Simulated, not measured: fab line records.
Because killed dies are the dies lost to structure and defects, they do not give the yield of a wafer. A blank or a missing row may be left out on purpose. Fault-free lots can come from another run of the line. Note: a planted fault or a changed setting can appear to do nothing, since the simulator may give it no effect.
Which tool is to blame? -- flow sky130 -- 72 wafers from 24 lots sampled at 6 of the route's 708 steps

== WHAT THE GAUGES SHOWED, per wafer ==
SKY_VT_ADJUST_NCORE_OVL_MEAS_08. Usual: VT_ADJUST_NCORE_OVL typically reads 0.5 nm, with standard deviation 1.6.
lot,measured,on,VT_ADJUST_NCORE_OVL (nm),flag
L074,day 8 07:51,overlay-01,1.8 4.4 2.8,
L075,day 8 20:01,overlay-01,-0.9 -3.0 -1.5,
L076,day 9 02:16,overlay-02,-0.4 2.0 0.7,
L077,day 9 07:11,overlay-01,-1.6 0.2 -0.7,
L078,day 9 21:32,overlay-01,-1.0 -1.2 -2.5,
L079,day 10 23:43,overlay-01,1.8 1.8 1.7,
L080,day 10 23:58,overlay-02,0.1 1.0 -0.9,
L081,day 11 02:49,overlay-02,0.4 -0.1 -1.6,
L082,day 12 00:25,overlay-02,-1.3 -0.2 0.3,
L083,day 12 03:32,overlay-02,-0.3 0.0 1.4,
L084,day 12 04:08,overlay-02,-0.5 2.1 -1.2,
L086,day 13 03:56,overlay-01,2.0 2.3 1.4,
L085,day 13 04:56,overlay-01,1.6 0.5 0.7,
L087,day 13 11:38,overlay-01,0.4 1.4 1.4,
L088,day 13 13:31,overlay-02,2.3 1.3 0.9,
L090,day 13 20:29,overlay-02,-1.1 -3.1 -1.0,
L089,day 13 21:08,overlay-01,3.1 1.8 0.2,
L091,day 14 09:13,overlay-02,2.2 2.9 2.0,
L092,day 14 09:19,overlay-01,-0.6 -1.7 -0.4,
L093,day 14 14:01,overlay-02,-0.7 -1.9 -1.3,
L094,day 14 16:16,overlay-02,-0.1 1.5 0.3,
L096,day 15 01:23,overlay-02,-0.2 3.7 1.6,
L095,day 15 02:32,overlay-01,1.3 1.3 -1.0,
L097,day 15 14:08,overlay-02,0.8 0.3 2.0,

SKY_METAL5_RS_MEAS_05: measurement is done with a four-point probe. Usual: METAL5_ALCU_RS typically reads 0.0272 ohm/sq, with standard deviation 0.00031.
lot,measured,on,METAL5_ALCU_RS (ohm/sq),flag
L074,day 43 08:29,film-metro-04,0.0274 0.0271 0.0272,
L075,day 43 07:10,film-metro-02,0.0270 0.0269 0.0268,
L076,day 43 16:44,film-metro-04,0.0270 0.0265 0.0268,
L077,day 43 19:56,film-metro-04,0.0271 0.0273 0.0274,
L078,day 44 01:33,film-metro-04,0.0266 0.0267 0.0265,
L079,day 45 08:01,film-metro-04,0.0269 0.0270 0.0271,
L080,day 45 12:41,film-metro-04,0.0274 0.0273 0.0276,
L081,day 45 09:37,film-metro-04,0.0272 0.0272 0.0271,
L082,day 46 15:00,film-metro-02,0.0272 0.0274 0.0274,
L083,day 46 12:01,film-metro-01,0.0268 0.0266 0.0269,
L084,day 46 10:29,film-metro-01,0.0269 0.0269 0.0268,
L086,day 47 01:07,film-metro-04,0.0273 0.0274 0.0275,
L085,day 47 07:02,film-metro-01,0.0268 0.0269 0.0272,
L087,day 47 10:36,film-metro-02,0.0273 0.0270 0.0269,
L088,day 47 14:00,film-metro-02,0.0274 0.0275 0.0274,
L090,day 47 18:24,film-metro-02,0.0272 0.0271 0.0271,
L089,day 47 20:40,film-metro-01,0.0271 0.0270 0.0269,
L091,day 48 03:37,film-metro-01,0.0269 0.0269 0.0267,
L092,day 47 22:35,film-metro-04,0.0273 0.0273 0.0273,
L093,day 48 09:45,film-metro-04,0.0269 0.0269 0.0272,
L094,day 48 07:24,film-metro-02,0.0271 0.0273 0.0273,
L096,day 48 14:34,film-metro-04,0.0279 0.0278 0.0278,
L095,day 48 16:25,film-metro-02,0.0278 0.0277 0.0280,
L097,day 48 21:56,film-metro-01,0.0269 0.0271 0.0272,

== WHAT TOOL EACH LOT RAN ON (gives the tool, then ch and the chambers of the sampled wafers, and finally the start) ==
lot,SKY_LI_CONTACT_SPUTTER_19,SKY_VIA1_ETCH_15,SKY_METAL2_SPUTTER_01,SKY_VIA3_CVD_21
L074,"pvd-sputter-02, day 29 16:37","rie-diel-04 ch 0,1,2, day 34 10:40","pvd-sputter-02, day 34 11:58","cvd-w-02 ch 0,1, day 40 05:16"
L075,"pvd-sputter-02, day 29 15:11","rie-diel-01 ch 0,2,3, day 34 10:01","pvd-sputter-02, day 34 11:19","cvd-w-02 ch 0, day 40 04:13"
L076,"pvd-sputter-02, day 30 00:52","rie-diel-02 ch 0,1,2, day 34 20:50","pvd-sputter-01, day 34 22:08","cvd-w-01 ch 0,1, day 40 14:10"
L077,"pvd-sputter-03, day 30 02:22","rie-diel-04 ch 1,3, day 34 22:43","pvd-sputter-02, day 35 00:03","cvd-w-02 ch 0,1, day 40 16:36"
L078,"pvd-sputter-02, day 30 11:24","rie-diel-01 ch 1,3, day 35 05:13","pvd-sputter-02, day 35 06:31","cvd-w-01 ch 0,1, day 40 22:02"
L079,"pvd-sputter-03, day 32 02:58","rie-diel-02 ch 0,2,3, day 36 18:47","pvd-sputter-02, day 36 20:07","cvd-w-01 ch 0,1, day 42 07:37"
L080,"pvd-sputter-02, day 32 07:07","rie-diel-04 ch 0,1, day 36 23:32","pvd-sputter-01, day 37 00:52","cvd-w-02 ch 0,1, day 42 12:46"
L081,"pvd-sputter-02, day 32 04:52","rie-diel-02 ch 0,1,3, day 36 20:59","pvd-sputter-01, day 36 22:20","cvd-w-02 ch 1, day 42 09:07"
L082,"pvd-sputter-02, day 33 16:46","rie-diel-02 ch 1,3, day 38 08:50","pvd-sputter-02, day 38 10:13","cvd-w-01 ch 0, day 43 17:11"
L083,"pvd-sputter-04, day 33 14:22","rie-diel-04 ch 0,1,3, day 38 06:04","pvd-sputter-04, day 38 07:22","cvd-w-01 ch 0,1, day 43 14:19"
L084,"pvd-sputter-03, day 33 12:51","rie-diel-02 ch 0,1,2, day 38 04:10","pvd-sputter-01, day 38 05:28","cvd-w-01 ch 0,1, day 43 13:38"
L086,"pvd-sputter-04, day 34 06:41","rie-diel-02 ch 0,2,3, day 38 21:40","pvd-sputter-02, day 38 22:58","cvd-w-01 ch 0,1, day 44 03:52"
L085,"pvd-sputter-03, day 34 15:34","rie-diel-02 ch 0,3, day 39 04:35","pvd-sputter-01, day 39 05:53","cvd-w-02 ch 0,1, day 44 10:49"
L087,"pvd-sputter-02, day 34 17:19","rie-diel-01 ch 0,2,3, day 39 07:23","pvd-sputter-02, day 39 08:41","cvd-w-02 ch 0,1, day 44 15:56"
L088,"pvd-sputter-03, day 34 22:45","rie-diel-04 ch 0,3, day 39 12:38","pvd-sputter-02, day 39 13:55","cvd-w-02 ch 0,1, day 44 18:11"
L090,"pvd-sputter-03, day 35 03:43","rie-diel-01 ch 0,1, day 39 17:34","pvd-sputter-01, day 39 18:54","cvd-w-02 ch 0,1, day 44 23:47"
L089,"pvd-sputter-03, day 35 06:01","rie-diel-04 ch 0,2,3, day 39 20:16","pvd-sputter-04, day 39 21:35","cvd-w-02 ch 0,1, day 45 02:32"
L091,"pvd-sputter-03, day 35 14:24","rie-diel-02 ch 0,1,3, day 40 05:02","pvd-sputter-04, day 40 06:22","cvd-w-02 ch 0, day 45 09:27"
L092,"pvd-sputter-02, day 35 12:21","rie-diel-04 ch 1,2,3, day 40 01:23","pvd-sputter-01, day 40 02:46","cvd-w-02 ch 0,1, day 45 04:07"
L093,"pvd-sputter-04, day 36 01:58","rie-diel-04 ch 1,2,3, day 40 14:32","pvd-sputter-01, day 40 16:35","cvd-w-02 ch 0,1, day 45 17:25"
L094,"pvd-sputter-04, day 35 22:26","rie-diel-02 ch 0,3, day 40 11:44","pvd-sputter-01, day 40 13:11","cvd-w-01 ch 1, day 45 13:30"
L096,"pvd-sputter-03, day 36 06:43","rie-diel-02 ch 0,1,2, day 40 18:25","pvd-sputter-01, day 40 19:46","cvd-w-02 ch 0,1, day 45 20:02"
L095,"pvd-sputter-04, day 36 08:37","rie-diel-01 ch 0,1,2, day 40 22:01","pvd-sputter-04, day 40 23:47","cvd-w-02 ch 0, day 45 23:40"
L097,"pvd-sputter-02, day 36 17:41","rie-diel-04 ch 1,2,3, day 41 03:29","pvd-sputter-02, day 41 04:49","cvd-w-01 ch 0,1, day 46 04:53"
- SKY_LI_CONTACT_SPUTTER_19: material Ti, target thk 20 nm, time 106.37 s.
- SKY_VIA1_ETCH_15: etches SiO2 in C4F8/O2/Ar, stops on TiN, target depth 351 nm, time 54 s.
- SKY_METAL2_SPUTTER_01: material TiN, target thk 20 nm, time 16.7 s.
- SKY_VIA3_CVD_21: deposits W, target thk 390 nm, time 117.31 s.

== WHAT THE TOOLS THEMSELVES READ (means of the sampled wafers that have a number; where no wafer has one, the mark that the record gives instead) ==
SKY_LI_CONTACT_SPUTTER_19. Usual: chamber-pressure-pa 4.999 Pa, standard deviation 0.01; throttle-valve-pct 30.1 %, standard deviation 0.94.
lot,tool,chamber-pressure-pa (Pa),throttle-valve-pct (%),flag
L074,pvd-sputter-02,4.998,30.0,
L075,pvd-sputter-02,5.004,30.8,
L076,pvd-sputter-02,5.006,30.0,
L077,pvd-sputter-03,4.993,29.0,
L078,pvd-sputter-02,5.004,30.4,
L079,pvd-sputter-03,4.990,28.9,
L080,pvd-sputter-02,4.988,30.1,
L081,pvd-sputter-02,4.995,30.3,
L082,pvd-sputter-02,5.005,29.4,
L083,pvd-sputter-04,5.001,30.9,
L084,pvd-sputter-03,4.994,29.4,
L086,pvd-sputter-04,4.988,30.5,
L085,pvd-sputter-03,5.002,29.8,
L087,pvd-sputter-02,5.005,30.6,
L088,pvd-sputter-03,4.997,29.5,
L090,pvd-sputter-03,5.003,29.8,
L089,pvd-sputter-03,5.004,29.6,
L091,pvd-sputter-03,5.004,29.8,
L092,pvd-sputter-02,5.008,30.7,
L093,pvd-sputter-04,4.990,30.8,
L094,pvd-sputter-04,4.994,30.8,
L096,pvd-sputter-03,4.996,29.0,
L095,pvd-sputter-04,4.992,31.0,
L097,pvd-sputter-02,4.997,30.1,

SKY_VIA1_ETCH_15. Usual: oes-product-au reads 0.982 a.u. (standard deviation 0.005).
lot,tool,oes-product-au (a.u.),flag
L074,rie-diel-04,0.982,
L075,rie-diel-01,0.983,
L076,rie-diel-02,0.984,
L077,rie-diel-04,0.982,
L078,rie-diel-01,0.981,
L079,rie-diel-02,0.982,
L080,rie-diel-04,0.974,
L081,rie-diel-02,0.981,
L082,rie-diel-02,0.985,
L083,rie-diel-04,0.980,
L084,rie-diel-02,0.988,
L086,rie-diel-02,0.982,
L085,rie-diel-02,0.984,
L087,rie-diel-01,0.979,
L088,rie-diel-04,0.981,
L090,rie-diel-01,0.981,
L089,rie-diel-04,0.980,
L091,rie-diel-02,0.982,
L092,rie-diel-04,0.978,
L093,rie-diel-04,0.985,
L094,rie-diel-02,0.986,
L096,rie-diel-02,0.983,
L095,rie-diel-01,0.982,
L097,rie-diel-04,0.977,

SKY_METAL2_SPUTTER_01. Usual: chamber-pressure-pa 0.4000 Pa, standard deviation 0.00082; throttle-valve-pct 30.1 %, standard deviation 0.78.
lot,tool,chamber-pressure-pa (Pa),throttle-valve-pct (%),flag
L074,pvd-sputter-02,0.4006,30.2,
L075,pvd-sputter-02,0.3999,30.1,
L076,pvd-sputter-01,0.3997,29.5,
L077,pvd-sputter-02,0.3998,29.4,
L078,pvd-sputter-02,0.3998,30.2,
L079,pvd-sputter-02,0.4003,30.9,
L080,pvd-sputter-01,0.4002,29.2,
L081,pvd-sputter-01,0.4007,29.4,
L082,pvd-sputter-02,0.4001,29.6,
L083,pvd-sputter-04,0.4000,30.8,
L084,pvd-sputter-01,0.4003,29.6,
L086,pvd-sputter-02,0.3999,30.2,
L085,pvd-sputter-01,0.4002,29.2,
L087,pvd-sputter-02,0.4011,29.6,
L088,pvd-sputter-02,0.3999,30.0,
L090,pvd-sputter-01,0.4005,29.1,
L089,pvd-sputter-04,0.3992,30.9,
L091,pvd-sputter-04,0.4009,31.2,
L092,pvd-sputter-01,0.4000,29.4,
L093,pvd-sputter-01,0.3986,30.3,
L094,pvd-sputter-01,0.3990,29.2,
L096,pvd-sputter-01,0.3993,30.1,
L095,pvd-sputter-04,0.4003,30.9,
L097,pvd-sputter-02,0.3998,30.1,

SKY_VIA3_CVD_21. Usual: heater-power-w reads 799 W (standard deviation 65).
lot,tool,heater-power-w (W),flag
L074,cvd-w-02,774,
L075,cvd-w-02,774,
L076,cvd-w-01,816,
L077,cvd-w-02,777,
L078,cvd-w-01,809,
L079,cvd-w-01,866,
L080,cvd-w-02,776,
L081,cvd-w-02,775,
L082,cvd-w-01,755,
L083,cvd-w-01,875,
L084,cvd-w-01,883,
L086,cvd-w-01,866,
L085,cvd-w-02,773,
L087,cvd-w-02,770,
L088,cvd-w-02,767,
L090,cvd-w-02,773,
L089,cvd-w-02,764,
L091,cvd-w-02,787,
L092,cvd-w-02,768,
L093,cvd-w-02,779,
L094,cvd-w-01,921,
L096,cvd-w-02,768,
L095,cvd-w-02,784,
L097,cvd-w-01,893,

== THE ANSWER, worked out from the rows above alone ==
Rule: a lot is off if the mean of its wafers that have a number lies more than 3 standard deviations from the usual mean. Also off: a lot with no number at a reading for which 4 or more lots have one. Any other lot the step has rows for is counted as sound. Order of review: gauges by route order, followed by the tools' own readings, for which a lot's mean as printed above is used. The first step at which some lot is off is used, and at that step the reading that is off furthest; a lot without a number counts as furthest.
No lot is off on any of the readings shown, so nothing can be concluded from this.

== WHAT THE SIMULATOR HAD INSERTED ==
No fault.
